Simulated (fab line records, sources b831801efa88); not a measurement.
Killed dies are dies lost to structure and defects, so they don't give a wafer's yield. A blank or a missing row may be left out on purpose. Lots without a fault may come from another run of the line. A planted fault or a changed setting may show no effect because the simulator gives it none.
A struck lot beside a sound one | flow sky130 | 16 steps out of a route of 708
Sound: wafers L939.1, L939.3, L939.6. Struck: wafers L948.3, L948.4, L948.5. The cause comes at the end.
At each step with rows: each side's tool, then ch and its chambers, then its first start. Under that, the readings that differ: sound wafers | struck wafers | difference of the means | sigmas: that difference in standard deviations of wafers without a fault.
alike: readings whose means differ by less than 2 such deviations, and words and numbers that are the same on both sides. not compared: withheld readings, readings that some wafer has no value for, bounds like >300 that may hide the same value, and numbers for which the record gives no deviation and whose values overlap.
The two part at a step that has a row with sigmas, a row that says differs or no value, or rows on one side only. Numbers that don't overlap but have no deviation are shown without sigmas and don't part them. A reading that every wafer of one side lacks parts them only if that side has two wafers or more.

first, 3 steps without rows for these wafers: SKY_METAL2_EXPOSE_12 (exposes mask MM2, target cd 140 nm); SKY_METAL2_PEB_13; SKY_METAL2_DEVELOP_14 (develop time 60 s).
SKY_METAL2_CD_MEAS_15: target cd 140 nm.
  sound on cd_sem-02, day 36 04:39; struck on cd_sem-02, day 38 12:22
  alike: cd_nm
SKY_METAL2_OVL_MEAS_16:
  sound on overlay-02, day 36 04:46; struck on overlay-01, day 38 12:28
  alike: METAL2_OVL
SKY_METAL2_DESCUM_17: chemistry O2, time 8 s.
  sound on rie_metal-04 ch 0,1, day 36 04:49; struck on rie_metal-04 ch 0,1, day 38 12:30
  alike: chamber_pressure_mTorr, drypump_motor_current_A, oes_product_au
  not compared: rf_hours_counter_h
SKY_METAL2_ETCH_18: etches BARC in N2/H2, stops on SiO2, time 45.9 s, target depth 60 nm.
  sound on rie_metal-04 ch 0,1, day 36 04:50; struck on rie_metal-04 ch 0,1, day 38 12:33
  alike: bias_w, chamber_pressure_mTorr, drypump_motor_current_A, oes_product_au, throttle_valve_pct
  not compared: rf_hours_counter_h
SKY_METAL2_METAL_ETCH_19: etches the open film in Cl2/BCl3, stops on SiO2, target depth 360 nm, time 78 s.
  sound on rie_metal-04 ch 0,1, day 36 04:55; struck on rie_metal-04 ch 0,1, day 38 12:39
  alike: bias_w, chamber_pressure_mTorr, drypump_motor_current_A, oes_product_au, throttle_valve_pct
  not compared: rf_hours_counter_h
SKY_METAL2_STRIP_20: strips in O2/N2.
  sound on plasma_asher-02 ch 0,1, day 36 05:00; struck on plasma_asher-02 ch 0,1, day 38 12:46
  alike: chamber_pressure_mTorr, drypump_motor_current_A, o2_flow_sccm, oes_product_au, strip_time_to_endpoint_s
  not compared: rf_hours_counter_h
then, 3 steps without rows for these wafers: SKY_METAL2_STRIP_21 (strips in post etch residue remover, time 1200 s); SKY_METAL2_CLEAN_22 (cleans in IPA, time 180 s); SKY_METAL2_CLEAN_23 (cleans in O3/DIW).
SKY_VIA2_HDPCVD_00: deposits SiO2, target thk 1180 nm, time 196.7 s.
  sound on hdpcvd-01 ch 0,1,2, day 36 05:35; struck on hdpcvd-01 ch 0,1,2, day 38 13:20
  reading                                  | sound             | struck            | difference | sigmas
  sih4_flow_sccm (sccm)                    | 59.74 59.70 59.86 | 71.89 71.68 72.20 | +12.16     | +68
  model.SiO2_of_VIA2_HDPCVD_00.thk_nm (nm) | 1162 1180 1191    | 1407 1396 1390    | +220       |
SKY_VIA2_THK_MEAS_01:
  sound on film_metro-04, day 36 05:43; struck on film_metro-03, day 38 13:29
  reading              | sound          | struck         | difference | sigmas
  VIA2_HDPCVD_THK (nm) | 1163 1180 1191 | 1406 1395 1389 | +219       | +16
SKY_VIA2_CMP_02: polishes SiO2.
  sound on cmp-01 ch 0,3, day 36 05:46; struck on cmp-01 ch 0,1,3, day 38 13:37
  alike: head_pressure_psi, motor_current_A
-- the record jumps here: 10 days lie between the struck wafers' starts before and after (it left off in module VIA2 and takes up again in module PAD_OPEN, whose first step shown is number 708 of the route) --
SKY_PAD_OPEN_PROBE_99:
  sound on prober-02, day 46 14:40; struck on prober-02, day 48 09:34
  reading            | sound    | struck   | difference | sigmas
  killed_at_contacts | 22 21 20 | 31 35 28 | +10        | +2
  alike: defect_limited_yield, killed_at_M0_to_M3, killed_at_M4_up, killed_at_front_end, killed_at_other, killed_dies, killed_open, killed_short, sort_bin_3_pad_short, sort_bin_5_function, sort_bin_6_memory, sort_n_pass, sort_yield_pct

WHERE THEY PART
First at SKY_VIA2_HDPCVD_00; last, within this record, at SKY_PAD_OPEN_PROBE_99.

WHY: what the simulator had put in
Process parameter drift: hdpcvd-01, from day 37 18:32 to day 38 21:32, at SKY_VIA2_HDPCVD_00. Setting sih4_flow_sccm, moved by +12, from 60. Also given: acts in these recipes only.
